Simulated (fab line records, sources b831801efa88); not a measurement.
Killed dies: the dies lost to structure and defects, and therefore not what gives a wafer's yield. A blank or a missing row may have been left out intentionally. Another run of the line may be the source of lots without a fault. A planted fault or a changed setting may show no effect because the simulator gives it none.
The tool behind it: which one? ; flow sky130 ; Sampling: 12 lots, 36 wafers, 6 of 708 route steps

== WHAT EACH GAUGE READ, for each wafer ==
SKY_VT_ADJUST_PCH_OVL_MEAS_07. Usual: VT_ADJUST_PCH_OVL gives -0.4 nm (standard deviation 1.3).
lot;measured;on;VT_ADJUST_PCH_OVL (nm);flag
L623;day 10 05:22;overlay-02;-1.8 0.2 -0.9;
L624;day 10 16:45;overlay-02;-0.4 -1.2 1.2;
L626;day 11 07:25;overlay-02;0.2 0.8 0.3;
L627;day 11 14:43;overlay-02;-2.0 -0.9 0.2;
L628;day 12 02:15;overlay-01;-2.9 -0.1 -0.8;
L629;day 12 03:16;overlay-01;-1.0 -4.3 -0.9;
L630;day 12 12:31;overlay-01;1.0 -1.4 0.3;
L639;day 15 12:55;overlay-01;0.2 -1.1 -1.2;
L640;day 16 04:18;overlay-02;-1.5 0.8 -1.3;
L641;day 16 04:36;overlay-02;1.6 0.3 -1.9;
L643;day 16 15:40;overlay-02;-0.3 -1.8 -1.8;
L644;day 17 00:00;overlay-02;-1.5 -0.8 -0.9;

SKY_SONOS_ONO_THK_MEAS_05. Usual: SONOS_ONO_CVD_04_THK gives 5.75 nm (standard deviation 0.095).
lot;measured;on;SONOS_ONO_CVD_04_THK (nm);flag
L623;day 11 10:27;film metro-04;5.65 5.63 5.60;
L624;day 11 22:04;film metro-03;5.73 5.74 5.63;
L626;day 12 15:48;film metro-01;5.61 5.58 5.75;
L627;day 13 04:58;film metro-03;5.78 5.70 5.67;
L628;day 13 16:19;film metro-04;5.76 5.82 5.74;
L629;day 13 16:20;film metro-01;5.81 5.86 5.81;
L630;day 13 21:43;film metro-03;5.73 5.72 5.76;
L639;day 16 23:37;film metro-04;5.70 5.69 5.67;
L640;day 17 16:35;film metro-04;5.85 5.78 5.80;
L641;day 17 19:26;film metro-04;5.85 5.83 5.72;
L643;day 18 03:55;film metro-01;5.81 5.82 5.75;
L644;day 18 12:17;film metro-01;5.95 5.77 5.85;

SKY_GATE_OXIDE_TW_MEAS_14. Usual: GATE_OXIDE_TW gives 223.7 (standard deviation 1.9).
lot;measured;on;GATE_OXIDE_TW;flag
L623;day 13 19:37;film metro-04;225.6 225.1 225.2;
L624;day 14 06:31;film metro-04;226.3 225.2 225.3;
L626;day 14 23:11;film metro-01;223.3 221.9 222.1;
L627;day 15 12:24;film metro-01;222.0 220.6 221.3;
L628;day 15 23:17;film metro-01;220.5 222.2 220.9;
L629;day 15 23:12;film metro-02;223.7 224.1 222.2;
L630;day 16 03:50;film metro-01;222.1 221.7 220.8;
L639;day 19 12:40;film metro-02;224.6 224.5 225.1;
L640;day 20 06:31;film metro-01;222.8 221.8 222.4;
L641;day 20 10:59;film metro-01;221.6 221.3 221.6;
L643;day 20 18:55;film metro-02;224.1 223.6 223.5;
L644;day 21 05:31;film metro-02;223.9 223.5 225.3;

SKY_LDD_LDN_OVL_MEAS_07. Usual: LDD_LDN_OVL gives -1.0 nm (standard deviation 1.3).
lot;measured;on;LDD_LDN_OVL (nm);flag
L623;day 23 04:32;overlay-02;-0.4 -0.1 -2.1;
L624;day 23 08:27;overlay-02;1.1 1.0 -0.2;
L626;day 24 06:15;overlay-02;0.1 0.6 1.5;
L627;day 24 14:40;overlay-02;2.0 -1.4 0.6;
L628;day 25 00:57;overlay-01;- - -;OFF
L629;day 25 04:55;overlay-01;-1.7 -4.4 -2.2;
L630;day 25 05:48;overlay-02;0.4 -1.7 -0.9;
L639;day 28 15:48;overlay-02;-3.1 -2.2 -2.8;
L640;day 29 10:21;overlay-01;-1.7 1.1 -1.1;
L641;day 29 11:02;overlay-01;-1.2 -1.1 -2.0;
L643;day 29 16:57;overlay-01;-0.8 -0.9 -3.4;
L644;day 30 04:21;overlay-01;-2.0 -0.4 -3.3;

SKY_LDD_LDN_TW_MEAS_13. Usual: LDD_LDN_TW gives 1483 (standard deviation 12).
lot;measured;on;LDD_LDN_TW;flag
L623;day 23 05:16;film metro-03;1489 1490 1490;
L624;day 23 09:11;film metro-03;1481 1489 1477;
L626;day 24 06:59;film metro-03;1477 1479 1486;
L627;day 24 15:25;film metro-04;1492 1484 1489;
L628;day 25 01:41;film metro-04;30 30 30;OFF
L629;day 25 05:39;film metro-04;1492 1496 1485;
L630;day 25 06:32;film metro-03;1475 1484 1476;
L639;day 28 16:32;film metro-04;1501 1497 1492;
L640;day 29 11:05;film metro-01;1467 1472 1463;
L641;day 29 11:46;film metro-01;1467 1467 1464;
L643;day 29 17:41;film metro-03;1488 1482 1486;
L644;day 30 05:05;film metro-04;1491 1495 1498;

== WHAT TOOL EACH LOT RAN ON (gives the tool, then ch and the chambers of the sampled wafers, and finally the start) ==
lot;SKY_LDD_LDN_EXPOSE_04
L623;iline stepper-01 ch 0, day 22 12:49
L624;iline stepper-01 ch 0, day 22 17:00
L626;iline stepper-02 ch 0, day 23 15:14
L627;iline stepper-01 ch 0, day 23 23:33
L628;iline stepper-01 ch 0, day 24 11:18
L629;iline stepper-02 ch 0, day 24 15:23
L630;iline stepper-01 ch 0, day 24 15:43
L639;iline stepper-01 ch 0, day 28 02:25
L640;iline stepper-01 ch 0, day 28 20:18
L641;iline stepper-01 ch 0, day 28 20:46
L643;iline stepper-02 ch 0, day 29 02:38
L644;iline stepper-02 ch 0, day 29 14:36
- SKY_LDD_LDN_EXPOSE_04: exposes mask LDNTM, target cd 700 nm.

== AS READ BY THE TOOLS THEMSELVES (means over the sampled wafers that have a number; for cases with no such wafer, the mark the record gives instead) ==
SKY_LDD_LDN_EXPOSE_04. Usual: focus offset nm -0.1 nm, standard deviation 0.49.
lot;tool;focus offset nm (nm);flag
L623;iline stepper-01;-0.2;
L624;iline stepper-01;-0.2;
L626;iline stepper-02;-0.6;
L627;iline stepper-01;0.0;
L628;iline stepper-01;-0.6;
L629;iline stepper-02;-0.7;
L630;iline stepper-01;-0.3;
L639;iline stepper-01;0.0;
L640;iline stepper-01;-0.4;
L641;iline stepper-01;0.1;
L643;iline stepper-02;0.5;
L644;iline stepper-02;-0.1;

== THE ANSWER, worked out from the rows above alone ==
Rule: take the mean of a lot's wafers that have a number; if it is more than 3 standard deviations from the usual mean, the lot is off. A lot without any number at a reading at which 4 lots or more have one is off too. Where the step has rows for the other lots, those lots are counted as sound. Order of review: gauges by route order, followed by the tools' own readings, for which a lot's mean as printed above is used. At the first step where some lot is off, the reading lying furthest off is the one used; lots without a number count as furthest.
Off: L628, at SKY_LDD_LDN_OVL_MEAS_07 (LDD_LDN_OVL). Without a number there: L628.
If a tool, at a process step before that reading, ran all the lots that are off and no sound lot after the first of them, it fits. Not tried: the gauges at SKY_LDD_LDN_OVL_MEAS_07; whatever is off there is also off at SKY_LDD_LDN_TW_MEAS_13, on other tools, and gauge error can't account for it. No candidate that was tried fits.

== WHAT HAD BEEN PUT IN BY THE SIMULATOR ==
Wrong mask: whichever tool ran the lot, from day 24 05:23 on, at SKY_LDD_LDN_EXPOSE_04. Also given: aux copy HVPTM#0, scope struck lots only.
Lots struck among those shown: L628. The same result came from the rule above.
